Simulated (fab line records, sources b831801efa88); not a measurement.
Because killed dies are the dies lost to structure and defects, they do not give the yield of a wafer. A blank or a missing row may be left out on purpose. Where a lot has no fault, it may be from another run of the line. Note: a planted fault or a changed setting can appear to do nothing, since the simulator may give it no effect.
Chamber matching ; flow sky130 ; rieDiel-04 running SKY_VIA3_ETCH_15: 4 sister chambers
The step etches SiO2 in C4F8/O2/Ar, stops on TiN, target depth 507 nm, time 78 s. 4 wafers are shown with their chamber, then 7 later ones without.

== WAFERS WITH THEIR CHAMBER ==
wafer;chamber;oesProductAu (a.u.)
L592.5;3;0.944
L592.6;0;0.954
L598.1;2;0.931
L598.2;1;0.938

== WAFERS WITH NO CHAMBER GIVEN ==
wafer;oesProductAu (a.u.)
L598.3;0.946
L599.3;0.944
L599.5;0.953
L599.6;0.942
L602.2;0.941
L602.4;0.950
L602.5;0.947

== EACH ONE'S CHAMBER ==
wafer;from the rows above;in truth
L598.3;3;3
L599.3;3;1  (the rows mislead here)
L599.5;0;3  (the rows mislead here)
L599.6;can't be placed: 3 or 1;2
L602.2;can't be placed: 1 or 3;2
L602.4;can't be placed: 0 or 3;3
L602.5;can't be placed: 3 or 0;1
Correct placement for 1 of the 7. Can't be placed from these rows: 4 (the true chamber is among the candidates in 1). Wrongly placed: 2.
How it was worked out, from the rows above alone: a wafer's distance from a chamber is the root of the sum, over the readings, of the square of ((its reading less the chamber's mean) divided by the reading's scatter). If the next closest chamber is less than 2 further off than the closest, the wafer can't be placed; otherwise it belongs to the closest. Each chamber's mean is taken over the wafers shown for it. The scatter (one wafer shown for each chamber): square how far every hidden wafer sits from the nearest shown wafer, average those squares and take the square root.
